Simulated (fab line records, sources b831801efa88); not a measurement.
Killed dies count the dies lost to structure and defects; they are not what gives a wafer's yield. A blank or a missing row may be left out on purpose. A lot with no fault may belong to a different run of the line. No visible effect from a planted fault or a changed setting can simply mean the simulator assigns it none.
Matching of chambers -- flow gf180mcu -- GF_V1_CMP_04 on cmp-02: 4 sister chambers
The step polishes SiO2. 8 wafers are shown with their chamber, then 9 later ones without.

EACH WAFER AND ITS CHAMBER
wafer,chamber,motorCurrentA (A),timeToEndpointS (s)
L803.6,2,10.8,80
L804.4,2,10.5,83
L804.6,0,12.2,87
L805.2,3,13.5,68
L805.4,0,11.7,88
L805.6,1,13.3,79
L808.1,1,13.4,82
L808.4,3,13.3,85

WAFERS WHOSE CHAMBER IS MISSING
wafer,motorCurrentA (A),timeToEndpointS (s)
L808.6,12.1,92
L811.1,13.7,84
L811.6,13.4,80
L820.1,13.7,74
L820.2,14.0,86
L820.4,12.3,88
L821.1,11.6,84
L821.2,11.0,72
L821.6,10.4,85

WHICH CHAMBER EACH ONE RAN IN
wafer,from the rows above,in truth
L808.6,0,0
L811.1,can't be placed: 1 or 3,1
L811.6,can't be placed: 1 or 3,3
L820.1,can't be placed: 3 or 1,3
L820.2,can't be placed: 1 or 3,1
L820.4,0,0
L821.1,0,0
L821.2,2,2
L821.6,2,2
Correctly placed: 5 of 9. Can't be placed from these rows: 4 (the true chamber is among the candidates in 4). Placed wrongly: 0.
How it was worked out, from the rows above alone: a wafer's distance from a chamber is the root of the sum, over the readings, of the square of ((its reading less the chamber's mean) divided by the reading's scatter). The wafer belongs to the nearest chamber; if the next one is less than 2 further off, it can't be placed. For every chamber, the mean is computed from those of its wafers that are shown. The scatter: the root of (the sum of the squares of (reading less its chamber's mean) over the shown wafers, divided by (wafers less chambers)).
